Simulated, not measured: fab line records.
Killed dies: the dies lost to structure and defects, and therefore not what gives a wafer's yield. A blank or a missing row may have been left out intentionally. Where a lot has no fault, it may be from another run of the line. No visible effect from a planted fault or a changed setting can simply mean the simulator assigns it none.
8D (eight disciplines) problem report, filled in by code :: flow sky130 :: the parts of the form that need people (team, actions taken, sign-off) are left out

1. WHAT WENT WRONG
Mean of oes_product_au at SKY_VIA3_ETCH_14: 0.923 a.u. across 3 wafers in 3 lots; on wafers with no fault it is 0.854 a.u. (standard deviation 0.005). Relative to the usual mean, that is a shift of +14 standard deviations.
The step: etches BARC in N2/H2, stops on SiO2, time 45.9 s, target depth 60 nm.
First seen on wafer L534.5, day 42 18:48, on rie_diel-02. The record has a number at this step for 42 wafers belonging to 15 lots. Rule for "out", or "out of limits": more than 4 standard deviations from the usual mean. The other wafers with a number count as sound.

2. WHAT IT IS, WHAT IT ISN'T
question: which readings at this step
is: oes_product_au, run_length_s
is not: drypump_motor_current_A, throttle_valve_pct

question: which lots
is: L534, L535, L537
is not: L524, L525, L526, L527, L528, L539, L541, L543, L544, L545, L546, L547

question: which wafers of those lots
is: L534.5, L535.5, L537.3
is not: L534.6, L535.1, L537.6

question: read on which tools
is: rie_diel-02
is not: rie_diel-03, rie_diel-04

question: when
is: from day 42 18:48
is not: up to then (16 sound wafers); but 23 sound wafers of L535, L537, L539, L541, L543, L544, L545, L546, L547 came after

3. THE SUSPECTS, EACH WITH WHAT RULES IT OUT
Counting: a tool at a process step up to the reading stays a suspect if it ran every lot that is out. Sound lots after the first of them don't rule it out here, since some wafers of a struck lot are sound.
- plasma_asher-01 at SKY_LI_CONTACT_STRIP_16 (strips in O2/N2): kept. Ran every lot that is out, first one L534 (day 32 17:08); last sound lot up to then L528 (day 30 12:32).
- rie_diel-02 at SKY_VIA3_ETCH_14 (etches BARC in N2/H2, stops on SiO2, time 45.9 s, target depth 60 nm): kept. Ran every lot that is out, first one L534 (day 42 18:48); last sound lot up to then L527 (day 40 18:14). Its own readings are out on those wafers: oes_product_au, run_length_s.
The count leaves rie_diel-02 at SKY_VIA3_ETCH_14 and plasma_asher-01 at SKY_LI_CONTACT_STRIP_16.

4. THE CAUSE (what the simulator had put in)
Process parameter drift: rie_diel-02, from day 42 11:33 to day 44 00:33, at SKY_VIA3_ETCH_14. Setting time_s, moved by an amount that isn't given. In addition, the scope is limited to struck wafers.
Of the 2 suspects that counting leaves, this tool is one.

5. SEQUENCE OF EFFECTS, ordered by route
One row per reading whose mean, taken over the struck wafers that have a number, lies over 3 standard deviations from the usual. Only readings whose record carries a usual standard deviation are examined. hours: median over the lots of the time between each lot's start at the first step of this table that gives one and its start at this step. sigmas: the change, counted in usual standard deviations.
hours: 0
step: SKY_VIA3_ETCH_14
reading: oes_product_au
usual: 0.854 a.u.
on struck wafers: 0.923
change: +0.069
sigmas: +14

hours: 0
step: SKY_VIA3_ETCH_14
reading: run_length_s
usual: 74.1 s
on struck wafers: 70.0
change: -4.1
sigmas: -9.7
Its process steps:
- SKY_VIA3_ETCH_14: etches BARC in N2/H2, stops on SiO2, time 45.9 s, target depth 60 nm.
At these later measuring or inspecting steps, every struck wafer for which the step has a row has a number for every such reading, and none has moved that far: SKY_METAL4_OVL_MEAS_14.

6. WHAT WOULD HAVE CAUGHT IT SOONER
7 hours passed between the start of the fault at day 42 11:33 and the first reading out of limits in this record, taken at day 42 18:48.
